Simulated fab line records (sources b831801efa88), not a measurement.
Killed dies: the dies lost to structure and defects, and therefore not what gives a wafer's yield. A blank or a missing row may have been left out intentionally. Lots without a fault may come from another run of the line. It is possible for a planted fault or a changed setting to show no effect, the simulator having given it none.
Which tool did it? / flow gf180mcu / 12 lots with 36 wafers sampled at 5 steps, on a route of 602 steps

== WHAT THE GAUGES READ, wafer by wafer ==
GF_HV_LDD_RS_MEAS_53: the measuring method here is four-point-probe.
lot=L980; measured=day 13 00:32; on=film metro-03; HV_LDD_RS (ohm/sq)=416.8 417.3 417.4
lot=L981; measured=day 13 17:59; on=film metro-02; HV_LDD_RS (ohm/sq)=417.6 418.1 418.3
lot=L984; measured=day 14 11:01; on=film metro-02; HV_LDD_RS (ohm/sq)=420.2 420.2 419.3
lot=L986; measured=day 15 03:27; on=film metro-02; HV_LDD_RS (ohm/sq)=417.4 417.9 418.1
lot=L987; measured=day 15 12:21; on=film metro-03; HV_LDD_RS (ohm/sq)=416.3 417.0 416.5
lot=L988; measured=day 15 20:13; on=film metro-02; HV_LDD_RS (ohm/sq)=418.3 419.6 418.0
lot=L989; measured=day 16 07:49; on=film metro-02; HV_LDD_RS (ohm/sq)=419.4 419.2 419.1
lot=L990; measured=day 16 13:47; on=film metro-02; HV_LDD_RS (ohm/sq)=419.6 419.8 419.2
lot=L993; measured=day 17 11:40; on=film metro-03; HV_LDD_RS (ohm/sq)=416.8 416.5 416.1
lot=L999; measured=day 19 09:31; on=film metro-01; HV_LDD_RS (ohm/sq)=419.4 419.2 418.2
lot=L100; measured=day 19 23:16; on=film metro-01; HV_LDD_RS (ohm/sq)=417.8 418.2 418.0
lot=L102; measured=day 20 09:56; on=film metro-02; HV_LDD_RS (ohm/sq)=419.1 419.6 419.1

GF_SALICIDE_RS_MEAS_04: the measuring method here is four-point-probe.
lot=L980; measured=day 15 21:14; on=film metro-02; SALICIDE_TIN_RS (ohm/sq)=16.50 16.56 16.52
lot=L981; measured=day 16 17:37; on=film metro-02; SALICIDE_TIN_RS (ohm/sq)=16.55 16.50 16.48
lot=L984; measured=day 17 11:15; on=film metro-04; SALICIDE_TIN_RS (ohm/sq)=16.00 16.04 16.14
lot=L986; measured=day 18 04:46; on=film metro-02; SALICIDE_TIN_RS (ohm/sq)=16.66 16.56 16.58
lot=L987; measured=day 18 14:07; on=film metro-04; SALICIDE_TIN_RS (ohm/sq)=16.52 16.67 16.71
lot=L988; measured=day 18 22:11; on=film metro-02; SALICIDE_TIN_RS (ohm/sq)=16.33 16.25 16.58
lot=L989; measured=day 19 10:54; on=film metro-02; SALICIDE_TIN_RS (ohm/sq)=16.03 15.94 16.10
lot=L990; measured=day 19 17:02; on=film metro-04; SALICIDE_TIN_RS (ohm/sq)=17.79 16.67 16.59 17.83 16.60 16.57
lot=L993; measured=day 20 18:20; on=film metro-01; SALICIDE_TIN_RS (ohm/sq)=16.39 17.81 17.54 16.40 17.80 17.59
lot=L999; measured=day 22 12:30; on=film metro-04; SALICIDE_TIN_RS (ohm/sq)=16.58 16.39 16.57
lot=L100; measured=day 23 03:44; on=film metro-01; SALICIDE_TIN_RS (ohm/sq)=15.96 15.96 15.95
lot=L102; measured=day 23 12:55; on=film metro-01; SALICIDE_TIN_RS (ohm/sq)=16.22 16.51 16.45

GF_SALICIDE_THK_MEAS_05: measures by xrf.
lot=L980; measured=day 15 21:22; on=film metro-02; SALICIDE_TIN_THK (nm)=19.54 19.66 19.53
lot=L981; measured=day 16 17:42; on=film metro-02; SALICIDE_TIN_THK (nm)=19.71 19.81 19.92
lot=L984; measured=day 17 11:22; on=film metro-04; SALICIDE_TIN_THK (nm)=20.12 20.02 20.12
lot=L986; measured=day 18 04:53; on=film metro-02; SALICIDE_TIN_THK (nm)=19.97 20.01 20.02
lot=L987; measured=day 18 14:14; on=film metro-04; SALICIDE_TIN_THK (nm)=19.68 19.48 19.60
lot=L988; measured=day 18 22:19; on=film metro-02; SALICIDE_TIN_THK (nm)=19.40 19.57 19.70
lot=L989; measured=day 19 11:01; on=film metro-02; SALICIDE_TIN_THK (nm)=19.34 19.58 19.47
lot=L990; measured=day 20 08:47; on=film metro-04; SALICIDE_TIN_THK (nm)=15.86 19.72 19.65 15.86 19.62 19.62
lot=L993; measured=day 21 02:22; on=film metro-01; SALICIDE_TIN_THK (nm)=20.32 16.19 16.18 20.43 16.19 16.20
lot=L999; measured=day 22 12:37; on=film metro-04; SALICIDE_TIN_THK (nm)=19.64 19.65 19.58
lot=L100; measured=day 23 03:50; on=film metro-01; SALICIDE_TIN_THK (nm)=20.12 19.99 19.73
lot=L102; measured=day 23 13:02; on=film metro-01; SALICIDE_TIN_THK (nm)=19.81 19.88 20.08

== EACH LOT AND THE TOOL THAT RAN IT (in order: tool; ch and the chambers of the sampled wafers; start) ==
lot=L980; GF_SAB_ETCH_11=rie diel-02 ch 0,1,2, day 15 20:50; GF_SALICIDE_SPUTTER_03=pvd sputter-02, day 15 21:13
lot=L981; GF_SAB_ETCH_11=rie diel-01 ch 0,1,2, day 16 17:08; GF_SALICIDE_SPUTTER_03=pvd sputter-01, day 16 17:32
lot=L984; GF_SAB_ETCH_11=rie diel-02 ch 1,2,3, day 17 10:50; GF_SALICIDE_SPUTTER_03=pvd sputter-03, day 17 11:13
lot=L986; GF_SAB_ETCH_11=rie diel-01 ch 0,1,3, day 18 04:20; GF_SALICIDE_SPUTTER_03=pvd sputter-03, day 18 04:44
lot=L987; GF_SAB_ETCH_11=rie diel-04 ch 1,2,3, day 18 13:41; GF_SALICIDE_SPUTTER_03=pvd sputter-03, day 18 14:05
lot=L988; GF_SAB_ETCH_11=rie diel-01 ch 0,1,3, day 18 21:47; GF_SALICIDE_SPUTTER_03=pvd sputter-02, day 18 22:10
lot=L989; GF_SAB_ETCH_11=rie diel-02 ch 1,3, day 19 10:26; GF_SALICIDE_SPUTTER_03=pvd sputter-02, day 19 10:52
lot=L990; GF_SAB_ETCH_11=rie diel-01 ch 0,1,3, day 19 16:32; GF_SALICIDE_SPUTTER_03=pvd sputter-03, day 19 16:58
lot=L993; GF_SAB_ETCH_11=rie diel-01 ch 0,1,3, day 20 17:56; GF_SALICIDE_SPUTTER_03=pvd sputter-03, day 20 18:19
lot=L999; GF_SAB_ETCH_11=rie diel-01 ch 0,1,2, day 22 12:05; GF_SALICIDE_SPUTTER_03=pvd sputter-02, day 22 12:29
lot=L100; GF_SAB_ETCH_11=rie diel-01 ch 0,1, day 23 03:17; GF_SALICIDE_SPUTTER_03=pvd sputter-01, day 23 03:40
lot=L102; GF_SAB_ETCH_11=rie diel-04 ch 0,2, day 23 12:26; GF_SALICIDE_SPUTTER_03=pvd sputter-02, day 23 12:52
- GF_SAB_ETCH_11: etches SiO2 in C4F8/O2/Ar, target depth 55 nm, time 8.5 s.
- GF_SALICIDE_SPUTTER_03: material TiN, target thk 20 nm, time 16.7 s.

== WHAT THE TOOLS THEMSELVES READ (means of the sampled wafers that have a number; where no wafer has one, the mark that the record gives instead) ==
GF_SAB_ETCH_11.
lot=L980; tool=rie diel-02; oes product au (a.u.)=0.998
lot=L981; tool=rie diel-01; oes product au (a.u.)=0.999
lot=L984; tool=rie diel-02; oes product au (a.u.)=1.003
lot=L986; tool=rie diel-01; oes product au (a.u.)=1.008
lot=L987; tool=rie diel-04; oes product au (a.u.)=1.003
lot=L988; tool=rie diel-01; oes product au (a.u.)=1.005
lot=L989; tool=rie diel-02; oes product au (a.u.)=1.001
lot=L990; tool=rie diel-01; oes product au (a.u.)=1.010
lot=L993; tool=rie diel-01; oes product au (a.u.)=1.003
lot=L999; tool=rie diel-01; oes product au (a.u.)=1.012
lot=L100; tool=rie diel-01; oes product au (a.u.)=1.009
lot=L102; tool=rie diel-04; oes product au (a.u.)=1.002

GF_SALICIDE_SPUTTER_03.
lot=L980; tool=pvd sputter-02; cathode dc power W (W)=6500.3; throttle valve pct (%)=29.7
lot=L981; tool=pvd sputter-01; cathode dc power W (W)=6500.9; throttle valve pct (%)=30.1
lot=L984; tool=pvd sputter-03; cathode dc power W (W)=6499.8; throttle valve pct (%)=31.4
lot=L986; tool=pvd sputter-03; cathode dc power W (W)=6499.9; throttle valve pct (%)=30.7
lot=L987; tool=pvd sputter-03; cathode dc power W (W)=6500.9; throttle valve pct (%)=31.9
lot=L988; tool=pvd sputter-02; cathode dc power W (W)=6500.0; throttle valve pct (%)=30.1
lot=L989; tool=pvd sputter-02; cathode dc power W (W)=6500.8; throttle valve pct (%)=29.4
lot=L990; tool=pvd sputter-03; cathode dc power W (W)=6499.4; throttle valve pct (%)=30.6
lot=L993; tool=pvd sputter-03; cathode dc power W (W)=6500.1; throttle valve pct (%)=31.1
lot=L999; tool=pvd sputter-02; cathode dc power W (W)=6498.4; throttle valve pct (%)=29.7
lot=L100; tool=pvd sputter-01; cathode dc power W (W)=6501.0; throttle valve pct (%)=30.5
lot=L102; tool=pvd sputter-02; cathode dc power W (W)=6499.3; throttle valve pct (%)=29.7

== THE ANSWER, worked out from the rows above alone ==
Rule: what is usual is taken from the lots themselves. The widest of any qualifying gaps counts: lots, ordered by their means at a reading, are off when they make up no more than a third of the lots, leave a main group of 4 or more, and stand apart from it by 3 or more times the standard deviation of that group's means. If all means in a main group match to the digits the tables above print for the reading, that group is not used. A lot without any number at a reading at which 4 lots or more have one is off too. Where the step has rows for the other lots, those lots are counted as sound. Order of review: gauges by route order, followed by the tools' own readings, for which a lot's mean as printed above is used. At the first step where some lot is off, the reading lying furthest off is the one used; lots without a number count as furthest.
Off: L990, L993, seen at GF_SALICIDE_THK_MEAS_05 (SALICIDE_TIN_THK). For the main group the mean is 19.76 nm and the standard deviation 0.21.
A tool fits if, at a process step before that reading, it ran every lot that is off, and no sound lot after the first of them. Gauges at GF_SALICIDE_THK_MEAS_05: tried the same way as those tools. One fits: pvd sputter-03 at GF_SALICIDE_SPUTTER_03. A fault onset in the window from L987 (day 18 14:05, its last sound lot) to L990 (day 19 16:58, its first lot off) fits.

== WHAT THE SIMULATOR PUT IN ==
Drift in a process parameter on pvd sputter-03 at GF_SALICIDE_SPUTTER_03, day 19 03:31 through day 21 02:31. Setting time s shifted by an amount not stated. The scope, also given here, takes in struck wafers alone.
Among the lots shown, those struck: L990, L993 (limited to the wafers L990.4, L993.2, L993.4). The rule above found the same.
